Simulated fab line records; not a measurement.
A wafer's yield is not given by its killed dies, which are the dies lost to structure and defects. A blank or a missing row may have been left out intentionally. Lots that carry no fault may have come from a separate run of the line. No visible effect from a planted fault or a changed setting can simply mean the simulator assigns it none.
One fault through the eyes of 2 desks :: flow gf180mcu :: only its own numbers are on each desk; what lay behind them is given at the end

FOR THE TOOL OWNER'S DESK: cmp-01
The tool's own readings at GF_CONTACT_CMP_04 (polishes SiO2): means of the sampled wafers that have a number, for each lot that ran on this tool. A lot is out of limits, marked OUT, if its mean lies more than 4 standard deviations from the usual mean; the brackets give that distance.
Columns: A = edge_zone_pressure_frac at GF_CONTACT_CMP_04, usual 0.999; B = motor_current_A at GF_CONTACT_CMP_04, usual 11.6 A; C = platen_rpm at GF_CONTACT_CMP_04, usual 60.01 rpm; D = time_to_endpoint_s at GF_CONTACT_CMP_04, usual 114 s
lot: L477
first seen here: day 15 16:50
A: 1.003
B: 11.6
C: 60.03
D: 122

lot: L479
first seen here: day 17 10:43
A: 0.998
B: 11.3
C: 59.98
D: 116

lot: L482
first seen here: day 18 02:25
A: 0.997
B: 11.2
C: 60.02
D: 115

lot: L481
first seen here: day 18 14:48
A: 0.998
B: 11.9
C: 60.05
D: 108

lot: L486
first seen here: day 19 23:41
A: 1.002
B: 11.7
C: 60.00
D: 86

lot: L489
first seen here: day 20 21:47
A: 1.000
B: 12.1
C: 60.00
D: 94
This desk's verdict: no lot among the 6 shows anything out of limits.

AT THE METROLOGY DESK
Means of the sampled wafers that have a number, per lot and without regard to the tool the lot ran on: this is what the gauges read. A lot is out of limits, marked OUT, if its mean lies more than 4 standard deviations from the usual mean; the brackets give that distance.
Columns: A = NSD_TW at GF_NSD_TW_MEAS_12, usual 4281; B = PSD_OVL at GF_PSD_OVL_MEAS_08, usual 0.3 nm; C = CONTACT_CVD_00_THK at GF_CONTACT_THK_MEAS_01, usual 298 nm
lot: L475
first seen here: day 13 04:29
A: 4299
B: 0.8
C: 297

lot: L476
first seen here: day 13 18:17
A: 4270
B: -1.6
C: 295

lot: L477
first seen here: day 13 20:55
A: 4284
B: 1.4
C: 305

lot: L478
first seen here: day 14 13:52
A: 4238
B: 0.4
C: 297

lot: L479
first seen here: day 15 12:25
A: 4279
B: 2.0
C: 308

lot: L482
first seen here: day 16 03:28
A: 4300
B: -0.7
C: 296

lot: L481
first seen here: day 16 13:07
A: 4303
B: -0.8
C: 295

lot: L483
first seen here: day 16 23:17
A: 4273
B: -0.4
C: 300

lot: L484
first seen here: day 17 07:19
A: 4283
B: -0.3
C: 302

lot: L486
first seen here: day 17 12:55
A: 4242
B: -0.1
C: 299

lot: L489
first seen here: day 18 19:37
A: 4262
B: -0.8
C: 304

lot: L494
first seen here: day 19 23:30
A: 4276
B: 1.0
C: 294

lot: L497
first seen here: day 20 22:13
A: 4299
B: 1.7
C: 302

lot: L498
first seen here: day 21 19:52
A: 4300
B: 0.5
C: 302
This desk's verdict: no lot among the 14 shows anything out of limits.

TAKEN TOGETHER
Nothing out of limits was seen by the tool owner's desk.
The metrology desk saw nothing out of limits.

WHAT WAS PUT IN BY THE SIMULATOR
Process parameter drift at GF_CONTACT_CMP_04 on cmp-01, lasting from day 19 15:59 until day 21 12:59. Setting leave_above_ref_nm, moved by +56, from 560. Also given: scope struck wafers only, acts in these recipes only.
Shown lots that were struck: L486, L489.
